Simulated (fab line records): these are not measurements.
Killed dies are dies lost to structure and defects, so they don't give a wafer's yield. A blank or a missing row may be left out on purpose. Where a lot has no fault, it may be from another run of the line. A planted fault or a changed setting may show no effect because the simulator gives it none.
Check for tools in common || flow gf180mcu || 36 wafers sampled across 12 lots

## REASON IT WAS OPENED
GF_PSD_RS_MEAS_14, reading NSD_RS: flagged on 2 of 12 lots. No-fault wafers: 46.15 ohm/sq, standard deviation 0.097.
Rule: a lot is flagged in two cases, either no wafer of it has a number, or all its wafers with numbers fall more than 4 standard deviations from that mean. The rest of the lots are taken to be sound.

{"lot": "L150", "measured": "day 14 04:17", "on": "filmMetro-01", "NSD_RS (ohm/sq), wafer by wafer": "46.19 46.26 46.32", "flag": ""}
{"lot": "L152", "measured": "day 15 00:10", "on": "filmMetro-01", "NSD_RS (ohm/sq), wafer by wafer": "46.18 46.21 46.24", "flag": ""}
{"lot": "L153", "measured": "day 15 06:50", "on": "filmMetro-04", "NSD_RS (ohm/sq), wafer by wafer": "46.15 46.13 46.25", "flag": ""}
{"lot": "L154", "measured": "day 15 15:17", "on": "filmMetro-01", "NSD_RS (ohm/sq), wafer by wafer": "46.14 46.09 46.08", "flag": ""}
{"lot": "L155", "measured": "day 15 19:31", "on": "filmMetro-02", "NSD_RS (ohm/sq), wafer by wafer": "46.17 46.19 46.08", "flag": ""}
{"lot": "L157", "measured": "day 16 17:23", "on": "filmMetro-01", "NSD_RS (ohm/sq), wafer by wafer": "46.04 46.12 46.17", "flag": ""}
{"lot": "L163", "measured": "day 18 19:58", "on": "filmMetro-04", "NSD_RS (ohm/sq), wafer by wafer": "47.21 47.17 47.11", "flag": "FLAGGED"}
{"lot": "L164", "measured": "day 19 11:34", "on": "filmMetro-04", "NSD_RS (ohm/sq), wafer by wafer": "47.21 47.06 47.15", "flag": "FLAGGED"}
{"lot": "L168", "measured": "day 20 23:45", "on": "filmMetro-01", "NSD_RS (ohm/sq), wafer by wafer": "46.21 46.15 46.26", "flag": ""}
{"lot": "L170", "measured": "day 21 07:05", "on": "filmMetro-04", "NSD_RS (ohm/sq), wafer by wafer": "46.20 46.22 46.23", "flag": ""}
{"lot": "L172", "measured": "day 22 01:13", "on": "filmMetro-04", "NSD_RS (ohm/sq), wafer by wafer": "46.12 46.18 46.07", "flag": ""}
{"lot": "L173", "measured": "day 22 08:13", "on": "filmMetro-02", "NSD_RS (ohm/sq), wafer by wafer": "46.12 46.12 46.00", "flag": ""}
Average over the flagged lots: 47.15 ohm/sq; offset from the usual +1.00 ohm/sq, equal to +10 standard deviations.

## TOOL THAT RAN EACH LOT
The record keeps 1 process step preceding the reading, out of 602 steps on the route. Cell contents, in order: the tool; ch with the chambers the sampled wafers went through; the start.
{"lot": "L150", "flag": "", "GF_NSD_IMPLANT_10": "implanter-03 ch 0, day 13 07:20"}
{"lot": "L152", "flag": "", "GF_NSD_IMPLANT_10": "implanter-01 ch 0, day 14 02:25"}
{"lot": "L153", "flag": "", "GF_NSD_IMPLANT_10": "implanter-03 ch 0, day 14 08:58"}
{"lot": "L154", "flag": "", "GF_NSD_IMPLANT_10": "implanter-02 ch 0, day 14 16:25"}
{"lot": "L155", "flag": "", "GF_NSD_IMPLANT_10": "implanter-01 ch 0, day 14 21:13"}
{"lot": "L157", "flag": "", "GF_NSD_IMPLANT_10": "implanter-02 ch 0, day 15 17:53"}
{"lot": "L163", "flag": "FLAGGED", "GF_NSD_IMPLANT_10": "implanter-03 ch 0, day 17 19:27"}
{"lot": "L164", "flag": "FLAGGED", "GF_NSD_IMPLANT_10": "implanter-03 ch 0, day 18 11:07"}
{"lot": "L168", "flag": "", "GF_NSD_IMPLANT_10": "implanter-01 ch 0, day 19 19:14"}
{"lot": "L170", "flag": "", "GF_NSD_IMPLANT_10": "implanter-01 ch 0, day 20 08:16"}
{"lot": "L172", "flag": "", "GF_NSD_IMPLANT_10": "implanter-01 ch 0, day 21 00:44"}
{"lot": "L173", "flag": "", "GF_NSD_IMPLANT_10": "implanter-01 ch 0, day 21 07:31"}
What these steps do:
- GF_NSD_IMPLANT_10
- GF_PSD_RS_MEAS_14: measures by four-point-probe.

## FLAGGED OVER TOTAL, TOOL BY TOOL (the gauges that took the reading come last)
{"step": "GF_NSD_IMPLANT_10", "tool": "implanter-01", "lots run": 6, "flagged": 0, "share of the flagged lots": "none", "sound lots run after its first flagged lot": "-"}
{"step": "GF_NSD_IMPLANT_10", "tool": "implanter-02", "lots run": 2, "flagged": 0, "share of the flagged lots": "none", "sound lots run after its first flagged lot": "-"}
{"step": "GF_NSD_IMPLANT_10", "tool": "implanter-03", "lots run": 4, "flagged": 2, "share of the flagged lots": "all", "sound lots run after its first flagged lot": 0}
{"step": "GF_PSD_RS_MEAS_14", "tool": "filmMetro-01", "lots run": 5, "flagged": 0, "share of the flagged lots": "none", "sound lots run after its first flagged lot": "-"}
{"step": "GF_PSD_RS_MEAS_14", "tool": "filmMetro-02", "lots run": 2, "flagged": 0, "share of the flagged lots": "none", "sound lots run after its first flagged lot": "-"}
{"step": "GF_PSD_RS_MEAS_14", "tool": "filmMetro-04", "lots run": 5, "flagged": 2, "share of the flagged lots": "all", "sound lots run after its first flagged lot": "2 (L170,L172)"}

## THE TABLE: WHAT IT ALLOWS
implanter-03 at GF_NSD_IMPLANT_10 and filmMetro-04 at GF_PSD_RS_MEAS_14 are the 2 rows of the table that ran each flagged lot.
- implanter-03 at GF_NSD_IMPLANT_10: 2 of its 4 lots flagged. Its last sound lot is L153 (day 14 08:58), its first flagged lot L163 (day 17 19:27): a fault that began between those two fits. Its own readings lie more than 4 standard deviations out on every wafer of the flagged lots: doseIonsCm2, faradayCurrentUA.
- filmMetro-04 at GF_PSD_RS_MEAS_14: 2 of its 5 lots flagged. Sound lots followed the first flagged one (L170, L172) on it, something a lasting fault affecting the whole tool could not allow.
Just one tool remains: implanter-03 at GF_NSD_IMPLANT_10.

## WHAT THE SIMULATOR HAD INSERTED
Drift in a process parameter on implanter-03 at GF_NSD_IMPLANT_10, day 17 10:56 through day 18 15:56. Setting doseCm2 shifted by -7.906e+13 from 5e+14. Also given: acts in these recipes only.
Struck lots among those shown: L163, L164. The same result came from the rule above.
